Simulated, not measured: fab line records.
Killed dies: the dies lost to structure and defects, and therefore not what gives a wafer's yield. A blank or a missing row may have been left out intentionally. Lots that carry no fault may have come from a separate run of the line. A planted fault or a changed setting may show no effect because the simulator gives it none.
The tool behind it: which one? / flow sky130 / 36 wafers sampled from 12 lots at 1 step of a route of 708

## WHAT THE GAUGES SHOWED, per wafer
SKY_VIA2_CD_MEAS_12: the cd target is 200 nm.
lot=L075; measured=day 37 02:27; on=cd-sem-01; cd-nm (nm)=201.2 200.0 200.9
lot=L077; measured=day 37 18:48; on=cd-sem-01; cd-nm (nm)=197.6 198.8 199.8
lot=L079; measured=day 38 12:38; on=cd-sem-01; cd-nm (nm)=202.2 201.8 203.1
lot=L081; measured=day 38 17:58; on=cd-sem-01; cd-nm (nm)=202.0 200.9 200.0
lot=L083; measured=day 39 11:40; on=cd-sem-01; cd-nm (nm)=201.2 201.4 202.2
lot=L085; measured=day 39 22:08; on=cd-sem-02; cd-nm (nm)=202.1 201.7 201.2
lot=L086; measured=day 40 13:13; on=cd-sem-02; cd-nm (nm)=198.9 198.9 198.6
lot=L089; measured=day 41 04:43; on=cd-sem-02; cd-nm (nm)=201.5 201.9 202.9
lot=L091; measured=day 41 14:13; on=cd-sem-02; cd-nm (nm)=200.2 200.1 199.1
lot=L093; measured=day 42 08:26; on=cd-sem-02; cd-nm (nm)=200.8 198.8 199.4
lot=L095; measured=day 42 14:37; on=cd-sem-01; cd-nm (nm)=200.4 199.1 201.0
lot=L097; measured=day 43 07:14; on=cd-sem-01; cd-nm (nm)=199.8 199.7 199.7

## EACH LOT AND THE TOOL THAT RAN IT (in order: tool; ch and the chambers of the sampled wafers; start)
Before these readings, the record contains no process step.

## THE ANSWER, worked out from the rows above alone
Rule: usual is defined by the lots themselves. The widest of any qualifying gaps counts: lots, ordered by their means at a reading, are off when they make up no more than a third of the lots, leave a main group of 4 or more, and stand apart from it by 3 or more times the standard deviation of that group's means. If all means in a main group match to the digits the tables above print for the reading, that group is not used. Also off: a lot with no number at a reading for which 4 or more lots have one. All remaining lots with rows at the step are treated as sound.
Across all readings shown, no lot is off: no conclusion can be drawn from this.

## WHAT THE SIMULATOR HAD PUT IN
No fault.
